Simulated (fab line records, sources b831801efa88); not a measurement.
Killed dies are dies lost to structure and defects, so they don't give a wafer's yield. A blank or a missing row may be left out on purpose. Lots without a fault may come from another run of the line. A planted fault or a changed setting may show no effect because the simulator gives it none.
A struck lot beside a sound one | flow sky130 | 31 steps out of a route of 708
Sound: wafers L706.1, L706.4, L706.6. Struck: wafer L696.5. (L696.1, L696.6 of the same lot were not struck and are left out.) The cause comes at the end.
At each step with rows: each side's tool, then ch and its chambers, then its first start. Under that, the readings that differ: sound wafers | struck wafers | difference of the means | sigmas: that difference in standard deviations of wafers without a fault.
alike: readings whose means differ by less than 2 such deviations, and words and numbers that are the same on both sides. not compared: withheld readings, readings that some wafer has no value for, bounds like >300 that may hide the same value, and numbers for which the record gives no deviation and whose values overlap.
The two part at a step that has a row with sigmas, a row that says differs or no value, or rows on one side only. Numbers that don't overlap but have no deviation are shown without sigmas and don't part them. A reading that every wafer of one side lacks parts them only if that side has two wafers or more.

SKY_LI_CONTACT_OVL_MEAS_13:
  sound on overlay-02, day 35 10:24; struck on overlay-02, day 32 09:29
  alike: LI_CONTACT_OVL
SKY_LI_CONTACT_ETCH_14: etches BARC in N2/H2, stops on SiO2, time 45.9 s, target depth 60 nm.
  sound on rie_diel-04 ch 0,2,3, day 35 10:26; struck on rie_diel-04 ch 1, day 32 09:32
  alike: chamber_pressure_mTorr, drypump_motor_current_A, oes_product_au, throttle_valve_pct
  not compared: rf_hours_counter_h
then, 1 step without rows for these wafers: SKY_LI_CONTACT_ETCH_15 (etches PSG in C4F8/O2/Ar, stops on Si, target depth 600 nm).
SKY_LI_CONTACT_STRIP_16: strips in O2/N2.
  sound on plasma_asher-03 ch 0,1, day 35 10:34; struck on plasma_asher-03 ch 1, day 32 09:40
  alike: chamber_pressure_mTorr, drypump_motor_current_A, oes_product_au, strip_time_to_endpoint_s
  not compared: rf_hours_counter_h
then, 3 steps without rows for these wafers: SKY_LI_CONTACT_CLEAN_17 (cleans in NMP, time 600 s); SKY_LI_CONTACT_PRE_CLEAN_18 (time 5.6 s); SKY_LI_CONTACT_SPUTTER_19 (material Ti, target thk 20 nm, time 106.37 s).
SKY_LI_CONTACT_SPUTTER_20: material TiN, target thk 20 nm, time 80 s.
  sound on pvd_sputter-02, day 35 10:57; struck on pvd_sputter-01, day 32 10:04
  alike: chamber_pressure_pa, throttle_valve_pct
SKY_LI_CONTACT_CVD_21: deposits W, target thk 400 nm, time 120.56 s.
  sound on cvd_w-02 ch 0,1, day 35 11:01; struck on cvd_w-02 ch 1, day 32 10:07
  alike: heater_power_w
SKY_LI_CONTACT_RS_MEAS_22: measures by four-point-probe.
  sound on film_metro-02, day 35 11:08; struck on film_metro-03, day 32 10:15
  alike: LI_CONTACT_W_RS
SKY_LI_CONTACT_THK_MEAS_23: measures by xrf.
  sound on film_metro-02, day 35 11:15; struck on film_metro-03, day 32 10:22
  alike: LI_CONTACT_W_THK
then, 1 step without rows for these wafers: SKY_LI_CONTACT_CMP_24 (polishes, stops on PSG, t overpolish 20 s, target thk 0 nm).
SKY_LOCAL_INTERCONNECT_SPUTTER_00: material TiN, target thk 100 nm, time 83.3 s.
  sound on pvd_sputter-04, day 35 11:38; struck on pvd_sputter-03, day 32 12:02
  reading                                                | sound             | struck | difference | sigmas
  model.TiN_of_LOCAL_INTERCONNECT_SPUTTER_00.thk_nm (nm) | 101.4 98.95 99.49 | 42.42  | -57.53     |
  alike: chamber_pressure_pa, throttle_valve_pct
SKY_LOCAL_INTERCONNECT_RS_MEAS_01: measures by four-point-probe.
  sound on film_metro-01, day 35 11:42; struck on film_metro-04, day 32 12:06
  reading                            | sound             | struck | difference | sigmas
  LOCAL_INTERCONNECT_TIN_RS (ohm/sq) | 13.97 14.30 14.22 | 35.50  | +21.34     | +99 or more
SKY_LOCAL_INTERCONNECT_THK_MEAS_02: measures by xrf.
  sound on film_metro-01, day 35 11:49; struck on film_metro-04, day 32 12:13
  reading                         | sound           | struck | difference | sigmas
  LOCAL_INTERCONNECT_TIN_THK (nm) | 100.9 98.6 98.8 | 41.9   | -57.5      | -44
then, 8 steps without rows for these wafers: SKY_LOCAL_INTERCONNECT_DEHYDRATE_03 (time 60 s); SKY_LOCAL_INTERCONNECT_HMDS_04 (prime time 60 s); SKY_LOCAL_INTERCONNECT_COAT_05 (resist thk 60 nm); SKY_LOCAL_INTERCONNECT_COAT_06 (resist thk 450 nm); SKY_LOCAL_INTERCONNECT_SOFTBAKE_07 (time 90 s); SKY_LOCAL_INTERCONNECT_EXPOSE_08 (exposes mask LI1M, target cd 170 nm); SKY_LOCAL_INTERCONNECT_PEB_09; SKY_LOCAL_INTERCONNECT_DEVELOP_10 (develop time 60 s).
SKY_LOCAL_INTERCONNECT_CD_MEAS_11: target cd 170 nm.
  sound on cd_sem-01, day 36 14:04; struck on cd_sem-01, day 33 15:20
  alike: cd_nm
SKY_LOCAL_INTERCONNECT_OVL_MEAS_12:
  sound on overlay-01, day 36 14:11; struck on overlay-01, day 33 15:27
  alike: LOCAL_INTERCONNECT_OVL
SKY_LOCAL_INTERCONNECT_ETCH_13: etches BARC in N2/H2, stops on SiO2, time 45.9 s, target depth 60 nm.
  sound on rie_metal-02 ch 0,1, day 36 14:14; struck on rie_metal-02 ch 1, day 33 15:29
  reading               | sound             | struck | difference | sigmas
  oes_product_au (a.u.) | 0.851 0.847 0.853 | 0.861  | +0.011     | +2
  alike: chamber_pressure_mTorr, drypump_motor_current_A, throttle_valve_pct
  not compared: rf_hours_counter_h
SKY_LOCAL_INTERCONNECT_METAL_ETCH_14: etches TiN in Cl2/BCl3, stops on PSG, target depth 110 nm, time 31.4 s.
  sound on rie_metal-02 ch 0,1, day 36 14:17; struck on rie_metal-02 ch 1, day 33 15:33
  reading                | sound                | struck | difference | sigmas
  oes_product_au (a.u.)  | 0.953 0.942 0.941    | 0.620  | -0.325     | -40
  throttle_valve_pct (%) | 21.887 21.906 21.902 | 22.123 | +0.225     | +24
  alike: bcl3_flow_sccm, chamber_pressure_mTorr, drypump_motor_current_A, mfc_cl2_sccm
  not compared: rf_hours_counter_h
then, 1 step without rows for these wafers: SKY_LOCAL_INTERCONNECT_STRIP_15 (strips in O2/N2).
SKY_LOCAL_INTERCONNECT_STRIP_16: strips in post etch residue remover, time 1200 s.
  sound on wet_bench-01 ch 0, day 36 14:27; struck on wet_bench-01 ch 2, day 33 15:42
  reading                                                | sound           | struck | difference | sigmas
  model.TiN_of_LOCAL_INTERCONNECT_SPUTTER_00.thk_nm (nm) | 101 98.53 99.06 | 41.99  | -57.54     |
then, 1 step without rows for these wafers: SKY_LOCAL_INTERCONNECT_CLEAN_17 (cleans in IPA, time 180 s).
-- the record jumps here: 15 days lie between the struck wafers' starts before and after (it left off in module LOCAL_INTERCONNECT and takes up again in module PAD_OPEN, whose first step shown is number 708 of the route) --
SKY_PAD_OPEN_PROBE_99:
  sound on prober-02, day 50 05:45; struck on prober-01, day 48 08:34
  reading                        | sound             | struck | difference | sigmas
  model.etest.res_li.line_ohm_um | 75.3 77.45 75.59  | 179.4  | +103.3     |
  model.etest.res_li.rs_ohm_sq   | 12.62 12.85 12.71 | 29.99  | +17.26     |
  model.etest.mcon_chain.rc_ohm  | 17.14 17.23 16.29 | 25.22  | +8.33      |
  alike: killed_at_M0_to_M3, killed_at_M4_up, killed_at_contacts, killed_at_front_end, killed_at_other, killed_dies, killed_on_rim, killed_open, killed_short

WHERE THEY PART
First at SKY_LOCAL_INTERCONNECT_RS_MEAS_01; last, within this record, at SKY_LOCAL_INTERCONNECT_METAL_ETCH_14. Later steps at which nothing parts them and some readings are alike: SKY_PAD_OPEN_PROBE_99.

WHY: what the simulator had put in
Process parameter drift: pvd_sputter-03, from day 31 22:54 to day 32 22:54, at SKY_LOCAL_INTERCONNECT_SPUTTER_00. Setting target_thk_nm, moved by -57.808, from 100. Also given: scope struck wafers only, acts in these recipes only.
